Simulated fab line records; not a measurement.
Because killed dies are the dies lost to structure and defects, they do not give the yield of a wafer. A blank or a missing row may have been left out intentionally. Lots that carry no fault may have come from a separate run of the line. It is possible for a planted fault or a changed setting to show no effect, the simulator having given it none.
Chamber matching    flow gf180mcu    GF_V1_CVD_02 on pecvd-03 has 3 sister chambers
The step deposits SiO2 from TEOS, target thk 850 nm, time 94.851 s. 16 wafers are shown with their chamber, then 8 later ones without.

== EACH WAFER AND ITS CHAMBER ==
wafer   chamber  heater-power-w (W)  heater-power-outer-w (W)
L077.1  0        700                 387
L077.2  1        706                 398
L077.3  2        709                 389
L081.3  1        579                 316
L081.4  2        650                 356
L081.5  0        688                 363
L083.3  0        698                 359
L083.4  2        660                 355
L083.5  1        674                 396
L088.2  1        603                 340
L088.3  0        734                 395
L088.6  2        660                 359
L090.1  0        773                 421
L090.3  2        666                 387
L090.5  2        714                 411
L091.3  2        721                 405

SIGNATURES (averages over the wafers above)
reading               chamber 0  chamber 1  chamber 2  scatter within a chamber
heater-power-w        718.60     640.50     682.86     40.2
heater-power-outer-w  385.00     362.50     380.29     29
Rule: for each reading, subtract the chamber's mean from the wafer's reading, divide by that reading's scatter and square the result; add these up over the readings and take the root, which gives the wafer's distance from the chamber. If the next closest chamber is less than 2 further off than the closest, the wafer can't be placed; otherwise it belongs to the closest. The scatter: the root of (the sum of the squares of (reading less its chamber's mean) over the shown wafers, divided by (wafers less chambers)).

== WAFERS WITHOUT THEIR CHAMBER ==
wafer   heater-power-w (W)  heater-power-outer-w (W)
L091.4  657                 383
L091.5  582                 300
L092.1  653                 375
L092.3  634                 335
L092.6  680                 396
L095.1  656                 398
L095.3  654                 348
L095.5  546                 287

== EACH ONE'S CHAMBER ==
wafer   from the rows above           in truth
L091.4  can't be placed: 2 or 1 or 0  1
L091.5  can't be placed: 1 or 2 or 0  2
L092.1  can't be placed: 1 or 2 or 0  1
L092.3  can't be placed: 1 or 2 or 0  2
L092.6  can't be placed: 2 or 0 or 1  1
L095.1  can't be placed: 2 or 1 or 0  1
L095.3  can't be placed: 1 or 2 or 0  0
L095.5  can't be placed: 1 or 2 or 0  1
0 of 8 placed correctly. Can't be placed from these rows: 8 (the true chamber is among the candidates in 8). Placed wrongly: 0.
